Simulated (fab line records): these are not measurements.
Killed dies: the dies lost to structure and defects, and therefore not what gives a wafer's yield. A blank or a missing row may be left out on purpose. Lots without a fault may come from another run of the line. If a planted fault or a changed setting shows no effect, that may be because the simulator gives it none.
Problem report in the 8D (eight disciplines) form, filled by code / flow gf180mcu / the parts of the form that need people (team, actions taken, sign-off) are left out

## 1. THE PROBLEM
On 2 wafers of 1 lot, run-length-s at GF_M3_METAL_ETCH_16 has a mean of 121.5 s; fault-free wafers read 132.7 s, standard deviation 0.34. Relative to the usual mean, that is a shift of -33 standard deviations.
The step: etches the open film in Cl2/BCl3, stops on SiO2, target depth 627.5 nm, time 104.6 s.
Earliest sighting: wafer L487.3 on rie-metal-02 at day 23 05:45. Wafers with a number at this step in the record: 39, from 13 lots. Rule for "out", or "out of limits": more than 4 standard deviations from the usual mean. Any other wafer with a number is counted as sound.

## 2. WHAT IT IS, WHAT IT ISN'T
question=which readings at this step | is=run-length-s, oes-product-au | is not=drypump-motor-current-A
question=which lots | is=L487 | is not=L483, L484, L485, L490, L497, L499, L500, L501, L502, L503, L504, L505
question=which wafers of those lots | is=L487.3, L487.5 | is not=L487.6
question=read on which tools | is=rie-metal-02 | is not=rie-metal-01, rie-metal-04
question=when | is=from day 23 05:45 | is not=up to then (10 sound wafers); but 27 sound wafers of L490, L497, L499, L500, L501, L502, L503, L504, L505 came after

## 3. THE SUSPECTS, EACH WITH WHAT RULES IT OUT
Counting: a tool at a process step up to the reading stays a suspect if it ran every lot that is out. Sound lots after the first of them don't rule it out here, since some wafers of a struck lot are sound.
- pvd-sputter-04 at GF_M3_SPUTTER_02 (material AlCu, target thk 450 nm, time 23.9 s): kept. L487, the lot that is out, went through it at day 22 06:31; up to then, the latest sound lot through it was L485 at day 21 10:17.
- rie-metal-02 at GF_M3_METAL_ETCH_16 (etches the open film in Cl2/BCl3, stops on SiO2, target depth 627.5 nm, time 104.6 s): kept. L487, the lot that is out, went through it at day 23 05:45; up to then, the latest sound lot through it was L485 at day 22 09:32. Its own oes-product-au, run-length-s readings are out on those wafers.
- Within rie-metal-02 at GF_M3_METAL_ETCH_16: the wafers that are out ran in chamber 1; their sound lot-mates ran in chamber 0.
Left after counting: pvd-sputter-04 at GF_M3_SPUTTER_02, rie-metal-02 at GF_M3_METAL_ETCH_16.

## 4. THE CAUSE (what the simulator had put in)
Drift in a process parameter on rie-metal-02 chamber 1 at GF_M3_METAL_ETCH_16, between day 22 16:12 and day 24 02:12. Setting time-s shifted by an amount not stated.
2 suspects survive the count, and this tool is in that group.

## 5. THE EFFECT CHAIN, in route order
Each row: a reading where the mean over the struck wafers with a number is more than 3 standard deviations away from the usual. Only readings for which the record gives a usual standard deviation are gone through. hours: the time from each lot's start at the first step in this table that gives one to its start at this step, as a median over the lots. sigmas: the change in usual standard deviations.
hours=0; step=GF_M3_METAL_ETCH_16; reading=oes-product-au; usual=0.974 a.u.; on struck wafers=1.010; change=+0.036; sigmas=+6.3
hours=0; step=GF_M3_METAL_ETCH_16; reading=run-length-s; usual=132.7 s; on struck wafers=121.5; change=-11.2; sigmas=-33
hours=0; step=GF_M3_METAL_ETCH_16; reading=throttle-valve-pct; usual=28.247 %; on struck wafers=28.219; change=-0.028; sigmas=-3.0
hours=0; step=GF_M3_STRIP_17; reading=strip-time-to-endpoint-s; usual=7.86 s; on struck wafers=8.09; change=+0.23; sigmas=+7.2
It contains these process steps:
- GF_M3_METAL_ETCH_16: etches the open film in Cl2/BCl3, stops on SiO2, target depth 627.5 nm, time 104.6 s.
- GF_M3_STRIP_17: strips in O2/N2.

## 6. WHAT WOULD HAVE CAUGHT IT SOONER
The fault began at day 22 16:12; the first out-of-limits reading in this record came at day 23 05:45, 14 hours later.
